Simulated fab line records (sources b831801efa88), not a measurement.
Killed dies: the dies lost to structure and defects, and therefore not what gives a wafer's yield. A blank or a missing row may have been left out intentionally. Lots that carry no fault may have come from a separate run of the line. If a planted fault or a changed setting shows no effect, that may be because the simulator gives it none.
Chamber matching + flow sky130 + rie_diel-04 running SKY_VIA4_ETCH_12: 4 sister chambers
The step etches SiO2 in C4F8/O2/Ar, stops on TiN, target depth 580 nm. 4 wafers are shown with their chamber, then 7 later ones without.

## EACH WAFER AND ITS CHAMBER
| wafer  | chamber | oes_product_au (a.u.) |
|--------|---------|-----------------------|
| L613.1 | 0       | 0.922                 |
| L616.6 | 1       | 0.924                 |
| L628.2 | 3       | 0.933                 |
| L628.3 | 2       | 0.932                 |

## WAFERS WITH NO CHAMBER GIVEN
| wafer  | oes_product_au (a.u.) |
|--------|-----------------------|
| L628.5 | 0.926                 |
| L633.1 | 0.917                 |
| L633.3 | 0.916                 |
| L633.6 | 0.927                 |
| L636.2 | 0.920                 |
| L636.4 | 0.927                 |
| L636.6 | 0.929                 |

## WHICH CHAMBER EACH ONE RAN IN
| wafer  | from the rows above               | in truth |
|--------|-----------------------------------|----------|
| L628.5 | can't be placed: 1 or 0 or 2 or 3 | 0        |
| L633.1 | can't be placed: 0 or 1           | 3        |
| L633.3 | can't be placed: 0 or 1           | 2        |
| L633.6 | can't be placed: 1 or 0 or 2 or 3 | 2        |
| L636.2 | can't be placed: 0 or 1           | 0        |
| L636.4 | can't be placed: 1 or 0 or 2 or 3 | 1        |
| L636.6 | can't be placed: 2 or 3 or 1 or 0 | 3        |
Placed correctly: 0 of 7. From these rows, 7 cannot be placed; in 5 the true chamber is one of the candidates. Wrongly placed: 0.
How it was worked out, from the rows above alone: a wafer's distance from a chamber is the root of the sum, over the readings, of the square of ((its reading less the chamber's mean) divided by the reading's scatter). The wafer belongs to the nearest chamber; if the next one is less than 2 further off, it can't be placed. The mean given for a chamber averages the wafers shown for that chamber. The scatter: with one shown wafer a chamber, the root of the mean of the squares of how far each hidden wafer lies from its nearest shown one.
